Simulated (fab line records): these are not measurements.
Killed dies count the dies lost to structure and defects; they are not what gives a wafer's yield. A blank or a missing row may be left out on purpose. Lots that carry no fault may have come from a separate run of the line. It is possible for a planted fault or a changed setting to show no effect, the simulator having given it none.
Which tool was responsible? -- flow sky130 -- 10 lots with 30 wafers sampled at 5 steps, on a route of 708 steps

== WHAT THE GAUGES READ, wafer by wafer ==
SKY_METAL5_RS_MEAS_05: a four-point-probe measurement. Usual: METAL5_ALCU_RS 0.0271 ohm/sq, standard deviation 0.00031.
lot,measured,on,METAL5_ALCU_RS (ohm/sq),flag
L627,day 44 08:46,film-metro-03,0.0272 0.0273 0.0276,
L626,day 44 13:25,film-metro-02,0.0270 0.0274 0.0271,
L631,day 45 12:23,film-metro-03,0.0276 0.0273 0.0277,
L632,day 45 18:17,film-metro-03,0.0263 0.0265 0.0263,
L633,day 46 00:29,film-metro-04,0.0270 0.0271 0.0271,
L635,day 46 14:49,film-metro-04,0.0267 0.0270 0.0263,
L637,day 46 23:58,film-metro-03,0.0272 0.0271 0.0290,
L640,day 47 13:07,film-metro-02,0.0269 0.0288 0.0269,
L644,day 48 16:54,film-metro-02,0.0269 0.0266 0.0265,
L645,day 48 22:32,film-metro-04,0.0270 0.0270 0.0265,

SKY_METAL5_THK_MEAS_06: measures by xrf. Usual: METAL5_ALCU_THK 1145 nm, standard deviation 15.
lot,measured,on,METAL5_ALCU_THK (nm),flag
L627,day 44 08:53,film-metro-03,1132 1130 1126,
L626,day 44 13:31,film-metro-02,1153 1134 1152,
L631,day 45 12:31,film-metro-03,1114 1133 1116,
L632,day 45 18:24,film-metro-03,1171 1169 1173,
L633,day 46 00:35,film-metro-04,1145 1147 1144,
L635,day 46 14:56,film-metro-04,1158 1147 1172,
L637,day 47 00:05,film-metro-03,1134 1142 1067,
L640,day 47 13:14,film-metro-02,1162 1078 1162,
L644,day 48 17:01,film-metro-02,1154 1175 1176,
L645,day 48 22:39,film-metro-04,1147 1150 1176,

== TOOL THAT RAN EACH LOT (tool first, then ch and the chambers of the sampled wafers, then the start) ==
lot,SKY_VIA3_SPUTTER_20,SKY_METAL4_SPUTTER_00,SKY_METAL5_SPUTTER_02
L627,"pvd-sputter-03, day 41 08:07","pvd-sputter-03, day 41 08:47","pvd-sputter-03, day 44 08:39"
L626,"pvd-sputter-01, day 41 11:21","pvd-sputter-03, day 41 12:01","pvd-sputter-01, day 44 13:15"
L631,"pvd-sputter-02, day 42 11:44","pvd-sputter-04, day 42 12:23","pvd-sputter-01, day 45 12:17"
L632,"pvd-sputter-03, day 42 19:29","pvd-sputter-01, day 42 20:08","pvd-sputter-02, day 45 18:10"
L633,"pvd-sputter-03, day 43 01:50","pvd-sputter-04, day 43 02:30","pvd-sputter-01, day 46 00:19"
L635,"pvd-sputter-03, day 43 15:37","pvd-sputter-01, day 43 16:17","pvd-sputter-03, day 46 14:43"
L637,"pvd-sputter-02, day 44 03:34","pvd-sputter-01, day 44 04:14","pvd-sputter-03, day 46 23:51"
L640,"pvd-sputter-02, day 44 17:47","pvd-sputter-01, day 44 18:27","pvd-sputter-03, day 47 13:00"
L644,"pvd-sputter-02, day 46 01:25","pvd-sputter-04, day 46 02:05","pvd-sputter-01, day 48 16:47"
L645,"pvd-sputter-03, day 46 08:58","pvd-sputter-04, day 46 09:38","pvd-sputter-02, day 48 22:24"
- SKY_VIA3_SPUTTER_20: material TiN, target thk 20 nm, time 80 s.
- SKY_METAL4_SPUTTER_00: material Ti, target thk 15 nm, time 10 s.
- SKY_METAL5_SPUTTER_02: material AlCu, target thk 1150 nm, time 61.2 s.

== AS READ BY THE TOOLS THEMSELVES (means over the sampled wafers that have a number; for cases with no such wafer, the mark the record gives instead) ==
SKY_VIA3_SPUTTER_20. Usual: throttle-valve-pct at 30.5 %, with a standard deviation of 0.88.
lot,tool,throttle-valve-pct (%),flag
L627,pvd-sputter-03,30.1,
L626,pvd-sputter-01,30.0,
L631,pvd-sputter-02,30.9,
L632,pvd-sputter-03,30.0,
L633,pvd-sputter-03,30.4,
L635,pvd-sputter-03,30.5,
L637,pvd-sputter-02,31.0,
L640,pvd-sputter-02,30.9,
L644,pvd-sputter-02,31.3,
L645,pvd-sputter-03,30.3,

SKY_METAL4_SPUTTER_00. Usual: throttle-valve-pct at 29.8 %, with a standard deviation of 1.
lot,tool,throttle-valve-pct (%),flag
L627,pvd-sputter-03,30.2,
L626,pvd-sputter-03,29.7,
L631,pvd-sputter-04,29.3,
L632,pvd-sputter-01,29.6,
L633,pvd-sputter-04,29.1,
L635,pvd-sputter-01,29.5,
L637,pvd-sputter-01,30.6,
L640,pvd-sputter-01,29.8,
L644,pvd-sputter-04,29.0,
L645,pvd-sputter-04,29.0,

SKY_METAL5_SPUTTER_02. Usual: throttle-valve-pct at 30.5 %, with a standard deviation of 0.86.
lot,tool,throttle-valve-pct (%),flag
L627,pvd-sputter-03,30.1,
L626,pvd-sputter-01,31.2,
L631,pvd-sputter-01,30.6,
L632,pvd-sputter-02,31.4,
L633,pvd-sputter-01,29.3,
L635,pvd-sputter-03,30.2,
L637,pvd-sputter-03,30.2,
L640,pvd-sputter-03,30.1,
L644,pvd-sputter-01,30.7,
L645,pvd-sputter-02,31.0,

== THE ANSWER, worked out from the rows above alone ==
Rule: take the mean of a lot's wafers that have a number; if it is more than 3 standard deviations from the usual mean, the lot is off. A lot without any number at a reading at which 4 lots or more have one is off too. Any other lot the step has rows for is counted as sound. First the gauges in route order, then the tools' own readings, where a lot's mean is used as printed above. The first step at which some lot is off is used, and at that step the reading that is off furthest; a lot without a number counts as furthest.
Nothing can be told from this: no lot is off at any reading shown.

== WHAT THE SIMULATOR PUT IN ==
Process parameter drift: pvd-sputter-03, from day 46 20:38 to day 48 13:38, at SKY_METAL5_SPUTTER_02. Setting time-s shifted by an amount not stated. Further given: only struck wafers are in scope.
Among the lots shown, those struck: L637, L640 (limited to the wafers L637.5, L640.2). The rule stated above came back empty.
